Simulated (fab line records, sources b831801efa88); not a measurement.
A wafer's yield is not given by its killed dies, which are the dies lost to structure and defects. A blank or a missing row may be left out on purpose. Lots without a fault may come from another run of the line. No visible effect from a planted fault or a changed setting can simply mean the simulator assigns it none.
fab line records	flow sky130
record lots=6	wafers=18	lastDay=49
route steps=708 shown LOCAL_INTERCONNECT@388 CONTACT@406 PAD_OPEN@708
lots that met no fault: taken from a fault-free run of the same line
startH: hours from the record's opening day to when the first of the lot's shown wafers began	waitH: hours since the lot's step before	" unchanged from the row above	L1.1+2: one row covering several wafers at once	- value missing, or start not given	* or withheld: withheld	< > ~ a bound
route shown NAME@n: names a module that has steps shown in the file, with the first one's number in the route	usual: the fault-free wafers' mean and standard deviation	same: alike in all rows	chamber/n: place in a boat	sites: the reading at each site	_std_site: their standard deviation	_edge_site: outer sites' mean less inner sites'	radiusMm: for every site, how far away it sits from the centre of the wafer	mask NAME#n: copy n	behind: the last tool/chamber to shape the wafer	hold: why the lot went on hold/how many hours it stayed there/how the hold came to an end	device: the n, p or np transistor that did not switch	end of line: the route-end tests of the same wafers	step lacking rows: just its recipe	killed: dies that structure and defects cost at the first sort, which is not the same as the wafer's yield	map: dies across one wafer; x = killed, . = not, _ = none there
set.NAME: the setting the step ran with; set.NAME@STEP: the setting that earlier step ran with	model.NAME: the simulator's own value behind a step, which no gauge read
lots at selected steps of the route; one table per step, one row per wafer
services: when a tool's chamber went out of use (startH, in hours from the record's first day, below 0 if earlier), for how many hours, and the reason
## steps
# step SKY_LOCAL_INTERCONNECT_RS_MEAS_01
# recipe thkMeasGauge=four-point-probe	reads=TiN_of_LOCAL_INTERCONNECT_SPUTTER_00
# usual LOCAL_INTERCONNECT_TIN_RS=14.06/0.17
lot.wafer	tool	chamber	startH	waitH	LOCAL_INTERCONNECT_TIN_RS[ohm/sq]
L723.2	filmMetro-01	-	696.81	0.1	14.02
L723.3	"	-	"	"	13.94
L723.5	"	-	"	"	14.09
L725.3	filmMetro-01	-	705.14	0.1	13.91
L725.4	"	-	"	"	13.89
L725.5	"	-	"	"	13.80
L727.1	filmMetro-03	-	722.36	0.0	14.07
L727.2	"	-	"	"	14.17
L727.4	"	-	"	"	14.04
L733.2	filmMetro-04	-	763.43	0.1	13.90
L733.4	"	-	"	"	13.84
L733.5	"	-	"	"	13.93
L740.1	filmMetro-04	-	818.98	0.0	14.38
L740.2	"	-	"	"	14.47
L740.4	"	-	"	"	14.38
L741.2	filmMetro-01	-	829.70	0.1	14.06
L741.4	"	-	"	"	13.94
L741.6	"	-	"	"	14.06
# step SKY_LOCAL_INTERCONNECT_THK_MEAS_02
# recipe thkMeasGauge=xrf	reads=TiN_of_LOCAL_INTERCONNECT_SPUTTER_00
# usual LOCAL_INTERCONNECT_TIN_THK=101.7/1.2
lot.wafer	tool	chamber	startH	waitH	LOCAL_INTERCONNECT_TIN_THK[nm]
L723.2	filmMetro-01	-	696.92	0.1	101.4
L723.3	"	-	"	"	102.1
L723.5	"	-	"	"	101.4
L725.3	filmMetro-01	-	705.24	0.1	102.4
L725.4	"	-	"	"	102.6
L725.5	"	-	"	"	103.3
L727.1	filmMetro-03	-	722.48	0.1	100.8
L727.2	"	-	"	"	100.5
L727.4	"	-	"	"	100.7
L733.2	filmMetro-04	-	763.54	0.1	103.6
L733.4	"	-	"	"	104.0
L733.5	"	-	"	"	103.3
L740.1	filmMetro-04	-	819.10	0.1	100.1
L740.2	"	-	"	"	99.7
L740.4	"	-	"	"	100.0
L741.2	filmMetro-01	-	829.81	0.1	101.1
L741.4	"	-	"	"	101.8
L741.6	"	-	"	"	100.9
# step SKY_LOCAL_INTERCONNECT_DEHYDRATE_03
# recipe tempC=200	timeS=60
# step SKY_LOCAL_INTERCONNECT_HMDS_04
# recipe primeTimeS=60	primeTempC=120
# step SKY_LOCAL_INTERCONNECT_COAT_05
# recipe resist=BARC	tempC=withheld	timeS=withheld	spinRpm=3000	resistThkNm=60
# step SKY_LOCAL_INTERCONNECT_COAT_06
# recipe resist=KrF-thick	spinRpm=3000	resistThkNm=450
# step SKY_LOCAL_INTERCONNECT_SOFTBAKE_07
# recipe tempC=100	timeS=90	resist=KrF-thick
# step SKY_LOCAL_INTERCONNECT_EXPOSE_08
# recipe maskId=LI1M	na=0.8	sourceShape=annular	sigmaInner=0.55	sigmaOuter=0.85	targetCdNm=170	doseMj=28
# step SKY_LOCAL_INTERCONNECT_PEB_09
# recipe pebTempC=withheld	pebTimeS=withheld	resist=KrF-thick
# step SKY_LOCAL_INTERCONNECT_DEVELOP_10
# recipe developTimeS=60	resist=KrF-thick	devTempC=21
# step SKY_LOCAL_INTERCONNECT_CD_MEAS_11
# recipe targetCdNm=170
# usual cdNm=169.9/1.4
lot.wafer	tool	chamber	startH	waitH	cdNm
L723.2	cdSem-02	-	723.52	-	168.8
L723.3	"	-	"	"	167.4
L723.5	"	-	"	"	168.1
L725.3	cdSem-02	-	732.47	-	169.3
L725.4	"	-	"	"	167.7
L725.5	"	-	"	"	168.9
L727.1	cdSem-01	-	749.98	-	171.1
L727.2	"	-	"	"	170.8
L727.4	"	-	"	"	167.6
L733.2	cdSem-01	-	790.60	-	170.6
L733.4	"	-	"	"	170.3
L733.5	"	-	"	"	169.6
L740.1	cdSem-02	-	845.93	-	169.3
L740.2	"	-	"	"	171.3
L740.4	"	-	"	"	169.3
L741.2	cdSem-02	-	855.72	-	168.7
L741.4	"	-	"	"	170.6
L741.6	"	-	"	"	167.8
# step SKY_LOCAL_INTERCONNECT_OVL_MEAS_12
# usual LOCAL_INTERCONNECT_OVL=2/7.3
lot.wafer	tool	chamber	startH	waitH	LOCAL_INTERCONNECT_OVL[nm]
L723.2	overlay-02	-	723.62	0.1	13
L723.3	"	-	"	"	17
L723.5	"	-	"	"	16
L725.3	overlay-01	-	732.56	0.1	11
L725.4	"	-	"	"	8
L725.5	"	-	"	"	15
L727.1	overlay-01	-	750.10	0.1	0
L727.2	"	-	"	"	2
L727.4	"	-	"	"	1
L733.2	overlay-01	-	790.71	0.1	-14
L733.4	"	-	"	"	-13
L733.5	"	-	"	"	-7
L740.1	overlay-02	-	846.05	0.1	4
L740.2	"	-	"	"	-2
L740.4	"	-	"	"	-2
L741.2	overlay-01	-	855.82	0.1	4
L741.4	"	-	"	"	0
L741.6	"	-	"	"	-2
# step SKY_LOCAL_INTERCONNECT_ETCH_13
# recipe chemistry=N2/H2	target=BARC	ionEnergyEv=204.9	biasW=100	pressureMtorr=30	n2FlowSccm=100	h2FlowSccm=200	icpW=500	stopOn=SiO2	timeS=45.9	targetDepthA=600
# usual drypumpMotorCurrentA=5.3/0.42	oesProductAu=0.855/0.0045	rfFwdPowerW=495.1/2.4	throttleValvePct=13.225/0.0091
lot.wafer	tool	chamber	startH	waitH	drypumpMotorCurrentA	oesProductAu	rfFwdPowerW	rfHoursCounterH	throttleValvePct
L723.2	rieMetal-01	1	723.65	0.0	5.1	0.848	498.8	0	13.222
L723.3	"	0	"	"	5.6	0.857	496.4	-	13.232
L723.5	"	1	"	"	5.1	0.854	499.7	-	13.224
L725.3	rieMetal-01	1	732.61	0.0	5.1	0.850	497.5	-	13.218
L725.4	"	0	"	"	5.6	0.859	497.6	-	13.233
L725.5	"	1	"	"	5.0	0.851	495.2	-	13.244
L727.1	rieMetal-02	1	750.14	0.0	4.7	0.854	494.8	1	13.236
L727.2	"	1	"	"	4.7	0.857	492.2	-	13.216
L727.4	"	1	"	"	4.7	0.854	495.0	-	13.223
L733.2	rieMetal-03	1	790.74	0.0	5.2	0.861	493.6	13	13.230
L733.4	"	0	"	"	5.8	0.862	495.2	-	13.210
L733.5	"	1	"	"	5.3	0.849	494.7	-	13.221
L740.1	rieMetal-03	1	846.09	0.0	5.2	0.861	492.4	15	13.213
L740.2	"	0	"	"	5.8	0.856	496.3	11	13.226
L740.4	"	0	"	"	5.8	0.852	495.6	-	13.224
L741.2	rieMetal-03	0	855.85	0.0	5.8	0.852	495.5	11	13.226
L741.4	"	0	"	"	5.8	0.859	496.3	-	13.232
L741.6	"	1	"	"	5.2	0.854	493.1	-	13.228
# step SKY_LOCAL_INTERCONNECT_METAL_ETCH_14
# recipe targetDepthNm=110	stopOn=PSG	chemistry=Cl2/BCl3	target=TiN	resistSidewallDeg=88	pressureMtorr=10	icpW=900	biasW=48.5	Cl2_flow_sccm=60	bcl3FlowSccm=30	timeS=31.4
# usual drypumpMotorCurrentA=5.3/0.42	oesProductAu=0.945/0.008	rfFwdPowerW=889/5	throttleValvePct=21.898/0.009
lot.wafer	tool	chamber	startH	waitH	drypumpMotorCurrentA	oesProductAu	rfFwdPowerW	rfHoursCounterH	throttleValvePct
L723.2	rieMetal-01	1	723.72	0.0	5.0	0.951	893	0	21.898
L723.3	"	0	"	"	5.6	0.952	893	-	21.877
L723.5	"	1	"	"	5.0	0.949	895	-	21.904
L725.3	rieMetal-01	1	732.67	0.0	5.1	0.952	898	-	21.878
L725.4	"	0	"	"	5.6	0.955	890	-	21.898
L725.5	"	1	"	"	5.0	0.958	894	-	21.889
L727.1	rieMetal-02	1	750.26	0.1	4.7	0.955	888	1	21.894
L727.2	"	1	"	"	4.7	0.942	886	-	21.898
L727.4	"	1	"	"	4.7	0.946	889	-	21.900
L733.2	rieMetal-03	1	790.80	0.0	5.2	0.953	879	13	21.904
L733.4	"	0	"	"	5.8	0.948	895	-	21.894
L733.5	"	1	"	"	5.2	0.956	874	-	21.905
L740.1	rieMetal-03	1	846.15	0.0	5.2	0.935	882	15	21.908
L740.2	"	0	"	"	5.8	0.917	895	11	21.902
L740.4	"	0	"	"	5.8	0.935	894	-	21.900
L741.2	rieMetal-03	0	855.92	0.0	5.8	0.950	890	11	21.895
L741.4	"	0	"	"	5.8	0.949	891	-	21.889
L741.6	"	1	"	"	5.2	0.948	881	-	21.892
# step SKY_LOCAL_INTERCONNECT_STRIP_15
# recipe chemistry=O2/N2	powerW=1400	pressureMtorr=1500	platenTempC=withheld	o2FlowSccm=3000	n2FlowSccm=300	overashFraction=0.5
# usual drypumpMotorCurrentA=5.6/0.41	oesProductAu=0.427/0.0049	stripTimeToEndpointS=4.722/0.021
lot.wafer	tool	chamber	startH	waitH	drypumpMotorCurrentA	oesProductAu	rfHoursCounterH	stripTimeToEndpointS
L723.2	plasmaAsher-01	0	723.77	0.0	5.4	0.437	29	4.737
L723.3	"	1	"	"	6.1	0.427	-	4.701
L723.5	"	0	"	"	5.5	0.425	-	4.715
L725.3	plasmaAsher-04	0	732.73	0.1	5.1	0.426	-	4.720
L725.4	"	1	"	"	6.4	0.434	-	4.716
L725.5	"	0	"	"	5.1	0.424	-	4.739
L727.1	plasmaAsher-03	1	750.36	0.1	5.5	0.428	64	4.737
L727.2	"	0	"	"	5.3	0.429	64	4.735
L727.4	"	1	"	"	5.5	0.428	-	4.740
L733.2	plasmaAsher-04	0	790.85	0.0	5.1	0.421	101	4.733
L733.4	"	1	"	"	6.4	0.425	-	4.732
L733.5	"	0	"	"	5.1	0.432	-	4.727
L740.1	plasmaAsher-01	1	846.20	0.0	6.1	0.428	41	4.708
L740.2	"	0	"	"	5.4	0.431	41	4.713
L740.4	"	0	"	"	5.4	0.426	-	4.691
L741.2	plasmaAsher-03	0	855.97	0.0	5.3	0.428	75	4.723
L741.4	"	0	"	"	5.3	0.421	-	4.705
L741.6	"	1	"	"	5.5	0.428	-	4.735
# step SKY_LOCAL_INTERCONNECT_STRIP_16
# recipe chemistry=postEtchResidueRemover	timeS=1200	tempC=72.5
# step SKY_LOCAL_INTERCONNECT_CLEAN_17
# recipe chemistry=IPA	timeS=180	tempC=25
# step SKY_LOCAL_INTERCONNECT_CLEAN_18
# recipe chemistry=O3/DIW	dry=n2Spin
# step SKY_CONTACT_CVD_00
# recipe material=Si3N4	targetThkNm=75	tempC=400	timeS=withheld	rfW=450
# step SKY_CONTACT_THK_MEAS_01
# recipe reads=Si3N4_of_CONTACT_CVD_00
# usual CONTACT_CVD_00_THK=75.3/1
lot.wafer	tool	chamber	startH	waitH	CONTACT_CVD_00_THK[nm]
L723.2	filmMetro-04	-	724.40	-	74.4
L723.3	"	-	"	"	73.7
L723.5	"	-	"	"	76.4
L725.3	filmMetro-04	-	733.52	-	74.5
L725.4	"	-	"	"	76.0
L725.5	"	-	"	"	76.1
L727.1	filmMetro-04	-	751.07	-	76.6
L727.2	"	-	"	"	75.2
L727.4	"	-	"	"	76.7
L733.2	filmMetro-04	-	791.49	-	74.7
L733.4	"	-	"	"	74.8
L733.5	"	-	"	"	75.4
L740.1	filmMetro-02	-	846.84	-	73.8
L740.2	"	-	"	"	73.7
L740.4	"	-	"	"	73.8
L741.2	filmMetro-04	-	856.61	-	74.2
L741.4	"	-	"	"	75.5
L741.6	"	-	"	"	76.4
# step SKY_CONTACT_HDPCVD_02
# recipe material=SiO2	targetThkNm=565	sigmaOpenFrac=0.3	timeS=94.2	tempC=600	sih4FlowSccm=60	pressureMtorr=6
# step SKY_CONTACT_THK_MEAS_03
# recipe reads=SiO2_of_CONTACT_HDPCVD_02
# usual CONTACT_HDPCVD_THK=564/6.6
lot.wafer	tool	chamber	startH	waitH	CONTACT_HDPCVD_THK[nm]
L723.2	filmMetro-02	-	724.53	0.0	575
L723.3	"	-	"	"	573
L723.5	"	-	"	"	577
L725.3	filmMetro-01	-	733.65	0.1	567
L725.4	"	-	"	"	567
L725.5	"	-	"	"	578
L727.1	filmMetro-04	-	751.20	0.0	577
L727.2	"	-	"	"	567
L727.4	"	-	"	"	573
L733.2	filmMetro-01	-	791.61	0.0	567
L733.4	"	-	"	"	570
L733.5	"	-	"	"	561
L740.1	filmMetro-04	-	846.97	0.0	568
L740.2	"	-	"	"	560
L740.4	"	-	"	"	576
L741.2	filmMetro-02	-	856.74	0.0	562
L741.4	"	-	"	"	560
L741.6	"	-	"	"	572
# step SKY_CONTACT_CMP_04
# recipe material=SiO2	downForcePsi=4	platenRpm=60	padVelocityMS=0.94248
# usual motorCurrentA=11.7/1.8	platenRpm=60.00/0.043	timeToEndpointS=84/4.4
lot.wafer	tool	chamber	startH	waitH	motorCurrentA	platenRpm	timeToEndpointS
L723.2	cmp-02	2	724.58	0.0	10.9	59.96	79
L723.3	"	3	"	"	9.9	60.08	86
L723.5	"	3	"	"	10.5	59.98	84
L725.3	cmp-02	1	733.74	0.1	15.3	59.94	82
L725.4	"	3	"	"	10.0	60.05	84
L725.5	"	1	"	"	14.1	59.92	83
L727.1	cmp-02	0	751.26	0.1	13.5	60.01	89
L727.2	"	2	"	"	10.9	60.03	85
L727.4	"	3	"	"	10.3	60.05	90
L733.2	cmp-01	1	791.66	0.0	11.8	60.03	89
L733.4	"	2	"	"	10.3	59.90	91
L733.5	"	1	"	"	11.4	60.01	83
L740.4	cmp-01	2	847.08	0.1	9.8	60.00	91
L740.2	"	3	"	"	9.9	59.99	86
L740.1	"	0	"	"	12.3	60.00	90
L741.2	cmp-02	3	856.85	0.1	10.6	60.02	83
L741.4	"	1	"	"	14.7	60.02	76
L741.6	"	3	"	"	10.6	60.01	88
# step SKY_CONTACT_BOW_MEAS_05
# recipe mode=bow
# usual CONTACT_BOW=82/7.5
lot.wafer	tool	chamber	startH	waitH	CONTACT_BOW[um]
L723.2	filmMetro-04	-	724.90	0.3	92
L723.3	"	-	"	"	91
L723.5	"	-	"	"	93
L725.3	filmMetro-04	-	734.03	0.2	88
L725.4	"	-	"	"	91
L725.5	"	-	"	"	95
L727.1	filmMetro-04	-	751.56	0.2	83
L727.2	"	-	"	"	83
L727.4	"	-	"	"	80
L733.2	filmMetro-04	-	791.98	0.3	73
L733.4	"	-	"	"	95
L733.5	"	-	"	"	78
L740.1	filmMetro-02	-	847.33	0.1	83
L740.2	"	-	"	"	74
L740.4	"	-	"	"	85
L741.2	filmMetro-04	-	857.13	0.2	80
L741.4	"	-	"	"	82
L741.6	"	-	"	"	79
# step SKY_CONTACT_DEHYDRATE_06
# recipe tempC=200	timeS=60
# step SKY_CONTACT_HMDS_07
# recipe primeTimeS=60	primeTempC=120
# step SKY_CONTACT_COAT_08
# recipe resist=BARC	tempC=withheld	timeS=withheld	spinRpm=3000	resistThkNm=60
# step SKY_CONTACT_COAT_09
# recipe resist=KrF-thick	spinRpm=2980	resistThkNm=450
# step SKY_CONTACT_SOFTBAKE_10
# recipe tempC=100	timeS=90	resist=KrF-thick
# step SKY_CONTACT_EXPOSE_11
# recipe maskId=CTM1	na=0.8	sourceShape=annular	sigmaInner=0.55	sigmaOuter=0.85	targetCdNm=170	doseMj=38
# step SKY_CONTACT_PEB_12
# recipe pebTempC=withheld	pebTimeS=withheld	resist=KrF-thick
# step SKY_CONTACT_DEVELOP_13
# recipe developTimeS=60	resist=KrF-thick	devTempC=21
# step SKY_CONTACT_CD_MEAS_14
# recipe targetCdNm=170
# usual cdNm=169.9/1.4
lot.wafer	tool	chamber	startH	waitH	cdNm
L723.2	cdSem-01	-	752.37	-	167.8
L723.3	"	-	"	"	168.4
L723.5	"	-	"	"	168.6
L725.3	cdSem-01	-	760.80	-	169.8
L725.4	"	-	"	"	168.1
L725.5	"	-	"	"	168.3
L727.1	cdSem-01	-	779.43	-	173.1
L727.2	"	-	"	"	172.9
L727.4	"	-	"	"	172.8
L733.2	cdSem-02	-	818.80	-	169.2
L733.4	"	-	"	"	169.5
L733.5	"	-	"	"	170.0
L740.1	cdSem-02	-	873.50	-	170.6
L740.2	"	-	"	"	169.9
L740.4	"	-	"	"	171.0
L741.2	cdSem-01	-	883.68	-	170.0
L741.4	"	-	"	"	170.7
L741.6	"	-	"	"	171.2
# step SKY_CONTACT_OVL_MEAS_15
# usual CONTACT_OVL=-1/5.1
lot.wafer	tool	chamber	startH	waitH	CONTACT_OVL[nm]
L723.2	overlay-02	-	752.47	0.1	-4
L723.3	"	-	"	"	-7
L723.5	"	-	"	"	-6
L725.3	overlay-01	-	760.89	0.1	3
L725.4	"	-	"	"	-9
L725.5	"	-	"	"	-2
L727.1	overlay-02	-	779.55	0.1	0
L727.2	"	-	"	"	0
L727.4	"	-	"	"	-2
L733.2	overlay-02	-	818.91	0.1	3
L733.4	"	-	"	"	4
L733.5	"	-	"	"	-7
L740.1	overlay-01	-	873.62	0.1	-5
L740.2	"	-	"	"	3
L740.4	"	-	"	"	7
L741.2	overlay-01	-	883.79	0.1	2
L741.4	"	-	"	"	1
L741.6	"	-	"	"	1
# step SKY_CONTACT_ETCH_16
# recipe chemistry=N2/H2	target=BARC	ionEnergyEv=200	sourceW=500	biasW=100	pressureMtorr=30	n2FlowSccm=100	h2FlowSccm=200	stopOn=SiO2	timeS=45.9	targetDepthA=600
# usual drypumpMotorCurrentA=5.6/0.5	oesProductAu=0.854/0.005	rfFwdPowerW=494.7/1.8	throttleValvePct=13.225/0.0091
lot.wafer	tool	chamber	startH	waitH	drypumpMotorCurrentA	oesProductAu	rfFwdPowerW	rfHoursCounterH	throttleValvePct
L723.2	rieDiel-03	0	752.50	0.0	5.0	0.852	492.8	5	13.203
L723.3	"	1	"	"	6.0	0.855	492.2	11	13.217
L723.5	"	2	"	"	5.2	0.854	496.4	-	13.223
L725.3	rieDiel-03	0	760.92	0.0	5.0	0.855	493.6	5	13.225
L725.4	"	2	"	"	5.2	0.851	492.7	36	13.217
L725.5	"	2	"	"	5.3	0.856	493.7	-	13.237
L727.1	rieDiel-03	0	779.59	0.0	5.0	0.848	495.4	6	13.224
L727.2	"	3	"	"	6.1	0.856	495.0	5	13.218
L727.4	"	1	"	"	6.0	0.857	495.0	12	13.220
L733.2	rieDiel-03	1	818.94	0.0	6.0	0.852	495.5	13	13.220
L733.4	"	1	"	"	6.0	0.853	497.3	-	13.212
L733.5	"	3	"	"	6.1	0.851	492.7	-	13.229
L740.1	rieDiel-04	2	873.65	0.0	6.6	0.845	495.1	7	13.224
L740.2	"	3	"	"	5.9	0.854	492.1	12	13.244
L740.4	"	0	"	"	5.9	0.845	496.2	21	13.216
L741.2	rieDiel-02	2	883.82	0.0	4.8	0.859	493.7	15	13.240
L741.4	"	3	"	"	5.4	0.850	494.3	19	13.220
L741.6	"	0	"	"	5.5	0.852	498.7	-	13.208
# step SKY_CONTACT_ETCH_17
# recipe target=SiO2	chemistry=C4F8/O2/Ar	stopOn=Si3N4	maskMaterial=KrF-thick	sourceW=1500	biasW=1200	pressureMtorr=40	c4f8FlowSccm=withheld	O2_flow_sccm=6	Ar_flow_sccm=300	timeS=withheld	targetDepthA=3400
# step SKY_CONTACT_ETCH_18
# recipe target=Si3N4	chemistry=CHF3/O2	stopOn=TiN	sourceW=600	biasW=200	pressureMtorr=40	chf3FlowSccm=50	O2_flow_sccm=5	timeS=39	targetDepthA=750
# step SKY_CONTACT_STRIP_19
# recipe chemistry=O2/N2	powerW=1400	pressureMtorr=1500	platenTempC=withheld	o2FlowSccm=3000	n2FlowSccm=300	overashFraction=0.5
# step SKY_CONTACT_STRIP_20
# recipe chemistry=postEtchResidueRemover	timeS=1200	tempC=72.5
# step SKY_CONTACT_CLEAN_21
# recipe chemistry=IPA	timeS=180	tempC=25
# step SKY_CONTACT_CLEAN_22
# recipe chemistry=O3/DIW	dry=n2Spin
# step SKY_CONTACT_SPUTTER_23
# recipe material=TiN	targetThkNm=20	chamberPressurePa=5	powerW=4000	timeS=78.68
# usual throttleValvePct=30.0/1.3
lot.wafer	tool	chamber	startH	waitH	throttleValvePct
L723.2	pvdSputter-04	-	753.24	0.0	28.5
L723.3	"	-	"	"	31.1
L723.5	"	-	"	"	31.6
L725.3	pvdSputter-01	-	761.64	0.0	29.0
L725.4	"	-	"	"	30.4
L725.5	"	-	"	"	30.7
L727.1	pvdSputter-04	-	780.32	0.0	30.2
L727.2	"	-	"	"	28.3
L727.4	"	-	"	"	32.3
L733.2	pvdSputter-03	-	819.70	0.0	31.8
L733.4	"	-	"	"	29.8
L733.5	"	-	"	"	30.2
L740.1	pvdSputter-01	-	874.38	0.0	30.6
L740.2	"	-	"	"	30.6
L740.4	"	-	"	"	30.2
L741.2	pvdSputter-01	-	884.57	0.0	28.9
L741.4	"	-	"	"	30.7
L741.6	"	-	"	"	28.9
# step SKY_PAD_OPEN_PROBE_99
# usual killed_at_M0_to_M3=44/6.3	killed_at_M4_up=3.1/1.8	killedAtContacts=25/5.1	killedAtFrontEnd=15/4.1	killedAtOther=0.3/0.71	killedDies=87/8.8	killedOpen=47/6.8	killedShort=40/6.7
# same grossDies=492	killedAtBackSide=0
lot.wafer	tool	chamber	startH	waitH	killed_at_M0_to_M3	killed_at_M4_up	killedAtContacts	killedAtFrontEnd	killedAtOther	killedDies	killedOpen	killedShort
L725.3	prober-01	-	1097.13	0.2	54	4	40	18	0	116	65	51
L725.4	prober-01	-	1097.18	0.2	52	1	25	17	0	95	55	40
L725.5	prober-01	-	1097.23	0.2	33	5	29	12	0	79	51	28
L733.2	prober-02	-	1139.81	0.1	56	2	30	23	0	111	59	52
L733.4	prober-02	-	1139.91	0.2	48	2	23	20	3	96	58	35
L733.5	prober-02	-	1139.96	0.2	43	2	24	9	1	79	41	37
L740.1	prober-01	-	1179.13	0.1	32	5	83	16	0	136	41	31
L741.6	prober-02	-	1186.30	0.2	38	1	86	13	1	139	48	32
# killed by level:class
L725.3 CONTACT:geometricParticle:open=16 VIA1:geometricParticle:open=14 LI_CONTACT:geometricParticle:open=10 VIA2:geometricParticle:open=10 METAL1:geometricParticle:short=8 CONTACT:geometricParticle:short=7 VIA3:geometricParticle:open=7 LI_CONTACT:geometricParticle:short=5
L725.4 VIA3:geometricParticle:open=11 CONTACT:geometricParticle:open=11 VIA1:geometricParticle:open=9 VIA2:geometricParticle:open=8 FIELD_ISO:geometricParticle:open=6 FIELD_ISO:geometricParticle:short=6 LI_CONTACT:geometricParticle:short=5 VIA2:geometricParticle:short=5
L725.5 CONTACT:geometricParticle:open=12 VIA2:geometricParticle:open=11 LI_CONTACT:geometricParticle:open=8 VIA1:geometricParticle:open=6 METAL4:geometricParticle:short=5 POLY_GATE:geometricParticle:short=4 CONTACT:geometricParticle:short=4 VIA3:geometricParticle:open=4
L733.2 VIA1:geometricParticle:open=14 FIELD_ISO:geometricParticle:short=8 CONTACT:geometricParticle:short=8 CONTACT:geometricParticle:open=8 VIA2:geometricParticle:open=8 VIA1:geometricParticle:short=8 LI_CONTACT:geometricParticle:open=7 VIA3:geometricParticle:open=7
L733.4 VIA1:geometricParticle:open=14 LOCAL_INTERCONNECT:geometricParticle:short=9 CONTACT:geometricParticle:open=9 VIA3:geometricParticle:open=9 VIA2:geometricParticle:open=6 FIELD_ISO:geometricParticle:open=5 POLY_GATE:geometricParticle:short=5 LI_CONTACT:geometricParticle:open=4
L733.5 METAL2:geometricParticle:short=9 VIA1:geometricParticle:open=7 METAL1:geometricParticle:short=6 LI_CONTACT:geometricParticle:open=6 CONTACT:geometricParticle:open=6 CONTACT:geometricParticle:short=5 VIA3:geometricParticle:open=5 POLY_GATE:geometricParticle:open=3
L740.1 LOCAL_INTERCONNECT:unspecified=64 VIA1:geometricParticle:open=11 CONTACT:geometricParticle:open=8 VIA1:geometricParticle:short=8 FIELD_ISO:geometricParticle:short=5 VIA2:geometricParticle:open=5 POLY_GATE:geometricParticle:open=4 LI_CONTACT:geometricParticle:short=4
L741.6 LOCAL_INTERCONNECT:unspecified=59 CONTACT:geometricParticle:open=13 VIA1:geometricParticle:open=9 LI_CONTACT:geometricParticle:open=8 VIA1:geometricParticle:short=6 METAL2:geometricParticle:short=5 VIA2:geometricParticle:open=5 VIA3:geometricParticle:open=4
# map L740.1 (x killed, . not)
__________....x...x._________
________.............._______
______....x............._____
_____xxxx.x.xx..........x____
____.xxxxxxxx.....xx.xx.xx___
___.xxxxxxx.xxxx.....x.....__
__.xxxxxxxxxxx.............._
_....xxxxxxxxxx.x............
_..xxxxxxxxxx.........x..x...
_...xxxxxxxxx.x....x........x
_....xx.xxxxx....xx..x......x
_......x........x.x.....x....
_x.......xx.......x..........
_.............x.xx.....x.....
_xx......x...x......x..x.....
__..x..x.xx....x............_
___....xx...x........x.....__
____......x.............x.___
_____xx..x.........xx...x____
______...........x..x..._____
________.....xxx..x..._______
__________....x....._________
# map L741.6 (x killed, . not)
__________x........._________
________.......x......_______
______..xx.......x...x.x_____
_____x.xxx..x..x...x.....____
____xxxxxxxx........xx..x.___
___.xxxxxxxxx..........x...__
__x..xxxxxxxx......x........_
_...xxxxxxxxxx.....x....x....
_...xxxxxxxxxx...............
_.x.xxxxxxxxx.........x....x.
_.....x.xx.x..x......x.....x.
_....xx.xx.........x.........
_....xx...x...xxx........xx..
_.......x.x.......xx...x....x
_...x.........xx.x....x..x.x.
__..x.x.....x.x..x.........x_
___......x..xx...x......x..__
____..x..........x....x...___
_____...x......xxx.......____
______........x.x...x..._____
________...x.....x...._______
__________xx..x....x_________
## services
tool	chamber	startH	hours	kind
plasmaAsher-03	-	701.90	4.3	pm
plasmaAsher-01	-	705.87	4.0	repair
rieDiel-03	0	706.05	3.6	repair
cmp-02	-	711.35	2.6	repair
rieMetal-02	-	714.61	2.8	pm
cmp-02	-	718.48	0.4	repair
rieMetal-02	0	731.59	3.6	repair
rieDiel-03	0	732.20	8.2	repair
cmp-02	-	744.07	4.0	pm
rieMetal-02	0	746.36	12.7	repair
cmp-01	-	751.92	8.0	pm
cmp-02	-	763.85	6.0	pm
cmp-01	-	777.55	0.9	repair
cmp-02	-	784.18	2.1	repair
rieMetal-03	-	787.59	2.8	pm
cmp-02	-	793.63	0.2	repair
pvdSputter-04	-	795.92	4.5	repair
rieDiel-03	2	805.15	6.9	repair
cmp-02	-	811.31	5.6	pm
plasmaAsher-03	-	817.15	2.2	repair
plasmaAsher-01	-	825.64	5.8	repair
cmp-01	-	855.89	5.8	pm
plasmaAsher-04	-	868.70	3.2	repair
cmp-01	-	881.53	0.9	repair
## key
firstSign step=SKY_PAD_OPEN_PROBE_99	reading=killedAtContacts	direction=up	sigmas=12	usual=25	struck=84
effect step=SKY_PAD_OPEN_PROBE_99	reading=killedDies	direction=up	sigmas=5.8	usual=87	struck=138
metAt SKY_LOCAL_INTERCONNECT_ETCH_13
struckWafers L740.1,L741.6
testerLeftOut L740,L741
onsetBetween 790.74 846.09
fault kind=chamberParticleSource	tool=rieMetal-03	chamber=1	onsetH=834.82	steps=SKY_LOCAL_INTERCONNECT_ETCH_13	ratePerVisitCm2=1.4523	endH=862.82
# testerLeftOut: of these lots the tester's yield and bins aren't shown, on N5 and GAA mostly nor the transistor test; their killed dies are dies lost to structure and defects alone, not to doping, threshold or leakage, so they don't give the yield
